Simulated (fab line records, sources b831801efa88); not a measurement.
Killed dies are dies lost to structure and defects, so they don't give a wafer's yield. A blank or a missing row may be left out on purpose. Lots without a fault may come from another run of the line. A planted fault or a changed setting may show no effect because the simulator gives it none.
Which tool did it? | flow sky130 | 14 lots, 42 wafers sampled, at 5 steps of a route of 708

WHAT THE GAUGES READ, wafer by wafer
SKY_SONOS_TUNNEL_OVL_MEAS_08. Usual: SONOS_TUNNEL_OVL 0.9 nm, standard deviation 1.4.
lot  | measured     | on         | SONOS_TUNNEL_OVL (nm) | flag
L273 | day 11 03:23 | overlay-01 | 1.9 1.4 0.9           |
L274 | day 11 12:34 | overlay-01 | 1.5 0.3 2.5           |
L275 | day 11 16:55 | overlay-02 | 0.6 -0.2 1.7          |
L276 | day 12 13:50 | overlay-01 | -1.4 0.1 0.0          |
L277 | day 13 02:39 | overlay-02 | 0.4 0.7 1.5           |
L279 | day 13 06:01 | overlay-01 | 0.7 0.9 -0.2          |
L280 | day 13 13:28 | overlay-01 | 1.3 1.6 1.2           |
L281 | day 14 01:35 | overlay-01 | 0.0 2.0 0.1           |
L282 | day 14 08:11 | overlay-02 | 2.5 2.7 1.0           |
L283 | day 14 17:14 | overlay-02 | 1.5 0.8 1.2           |
L290 | day 17 10:40 | overlay-02 | -0.8 -2.1 -0.9        |
L293 | day 17 20:51 | overlay-01 | 2.7 3.3 4.3           |
L294 | day 18 04:56 | overlay-02 | 2.7 -0.9 -1.1         |
L296 | day 18 23:08 | overlay-02 | -0.1 0.6 1.7          |

SKY_SONOS_ONO_OVL_MEAS_14. Usual: SONOS_ONO_OVL -0.2 nm, standard deviation 1.5.
lot  | measured     | on         | SONOS_ONO_OVL (nm) | flag
L273 | day 12 20:35 | overlay-02 | 0.9 -0.3 0.6       |
L274 | day 12 20:25 | overlay-01 | -0.3 0.3 -0.3      |
L275 | day 13 04:29 | overlay-01 | -0.5 0.0 1.0       |
L276 | day 13 23:21 | overlay-02 | -3.1 -2.5 -1.7     |
L277 | day 14 10:54 | overlay-01 | -1.3 -0.4 1.5      |
L279 | day 14 12:52 | overlay-01 | 3.0 2.1 1.5        |
L280 | day 14 21:07 | overlay-01 | 0.6 0.8 -0.1       |
L281 | day 15 09:23 | overlay-02 | 0.8 0.9 -0.7       |
L282 | day 15 20:19 | overlay-02 | -0.4 0.2 -1.8      |
L283 | day 16 02:22 | overlay-01 | -0.2 1.1 1.5       |
L290 | day 19 00:23 | overlay-02 | -0.4 0.1 0.7       |
L293 | day 19 09:45 | overlay-02 | -1.9 0.8 -0.4      |
L294 | day 19 16:16 | overlay-01 | 0.9 -0.6 0.1       |
L296 | day 20 11:55 | overlay-01 | 0.2 0.6 1.7        |

SKY_GATE_OXIDE_THK_MEAS_02. Usual: GATE_OXIDE_OXIDATION_00_THK 10.25 nm, standard deviation 0.16.
lot  | measured     | on            | GATE_OXIDE_OXIDATION_00_THK (nm) | flag
L273 | day 12 23:40 | film_metro-01 | 10.00 10.06 9.97                 |
L274 | day 12 22:16 | film_metro-02 | 10.33 10.09 10.20                |
L275 | day 13 07:26 | film_metro-01 | 10.00 10.07 10.06                |
L276 | day 14 01:48 | film_metro-02 | 10.33 10.20 10.41                |
L277 | day 14 14:10 | film_metro-04 | 10.26 10.05 10.09                |
L279 | day 14 16:38 | film_metro-04 | 10.18 10.31 10.09                |
L280 | day 14 23:26 | film_metro-04 | 10.67 10.42 10.46                |
L281 | day 15 11:10 | film_metro-01 | 10.06 10.21 10.08                |
L282 | day 15 23:24 | film_metro-04 | 10.02 10.02 10.28                |
L283 | day 16 04:08 | film_metro-01 | 10.10 10.02 10.17                |
L290 | day 19 03:52 | film_metro-04 | 10.09 10.34 10.33                |
L293 | day 19 12:18 | film_metro-01 | 10.20 10.44 10.24                |
L294 | day 19 18:05 | film_metro-04 | 10.25 10.51 10.34                |
L296 | day 20 14:13 | film_metro-04 | 10.34 10.32 10.06                |

SKY_RES_PROTECT_TW_MEAS_08. Usual: POLY_GATE_TW 4011, standard deviation 29.
lot  | measured     | on            | POLY_GATE_TW   | flag
L273 | day 15 07:46 | film_metro-02 | 4035 4034 4015 |
L274 | day 15 06:31 | film_metro-04 | 3993 3960 3960 |
L275 | day 15 16:20 | film_metro-02 | 4004 4009 4015 |
L276 | day 16 11:20 | film_metro-04 | 3943 3968 3963 |
L277 | day 17 00:54 | film_metro-03 | 4050 4033 4021 |
L279 | day 17 02:30 | film_metro-03 | 4013 4007 4028 |
L280 | day 17 09:31 | film_metro-03 | 3981 3998 3976 |
L281 | day 18 01:00 | film_metro-04 | 3989 3971 3975 |
L282 | day 18 15:03 | film_metro-03 | 4040 4029 4041 |
L283 | day 18 18:20 | film_metro-04 | 3986 3987 3982 |
L290 | day 21 21:06 | film_metro-03 | 231 241 233    | OFF
L293 | day 22 05:11 | film_metro-04 | 239 230 229    | OFF
L294 | day 22 10:37 | film_metro-03 | 4022 4023 4035 |
L296 | day 23 06:48 | film_metro-03 | 4009 4018 4014 |

WHICH TOOL RAN EACH LOT (tool, then ch and the chambers of the sampled wafers, then the start)
lot  | SKY_RES_PROTECT_DEVELOP_06
L273 | litho_track-02 ch 0, day 15 07:22
L274 | litho_track-01 ch 0, day 15 06:08
L275 | litho_track-02 ch 0, day 15 15:59
L276 | litho_track-03 ch 0, day 16 10:58
L277 | litho_track-01 ch 0, day 17 00:30
L279 | litho_track-03 ch 0, day 17 02:08
L280 | litho_track-02 ch 0, day 17 09:08
L281 | litho_track-01 ch 0, day 18 00:36
L282 | litho_track-01 ch 0, day 18 14:39
L283 | litho_track-03 ch 0, day 18 17:56
L290 | litho_track-03 ch 0, day 21 20:44
L293 | litho_track-03 ch 0, day 22 04:47
L294 | litho_track-01 ch 0, day 22 10:14
L296 | litho_track-01 ch 0, day 23 06:24
- SKY_RES_PROTECT_DEVELOP_06: develop time 60 s.

WHAT THE TOOLS THEMSELVES READ (means of the sampled wafers that have a number; where no wafer has one, the mark that the record gives instead)
The record holds no such reading with a usual standard deviation.

THE ANSWER, worked out from the rows above alone
Rule: a lot is off if the mean of its wafers that have a number lies more than 3 standard deviations from the usual mean. A lot without any number at a reading at which 4 lots or more have one is off too. The other lots that the step has rows for count as sound. The gauges are gone through in route order, then the tools' own readings, and for those a lot's mean is taken as printed above. The first step at which some lot is off is used, and at that step the reading that is off furthest; a lot without a number counts as furthest.
Off: L290, L293, at SKY_RES_PROTECT_TW_MEAS_08 (POLY_GATE_TW).
A tool fits if, at a process step before that reading, it ran every lot that is off, and no sound lot after the first of them. The gauges at SKY_RES_PROTECT_TW_MEAS_08 are tried like those tools. One fits: litho_track-03 at SKY_RES_PROTECT_DEVELOP_06. Its last sound lot is L283 (day 18 17:56), its first lot that is off L290 (day 21 20:44): a fault that began between those two fits.

WHAT THE SIMULATOR HAD PUT IN
Process parameter drift: litho_track-03, from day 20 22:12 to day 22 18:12, at SKY_RES_PROTECT_DEVELOP_06. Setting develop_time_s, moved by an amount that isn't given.
Lots struck among those shown: L290, L293. The rule above found the same.
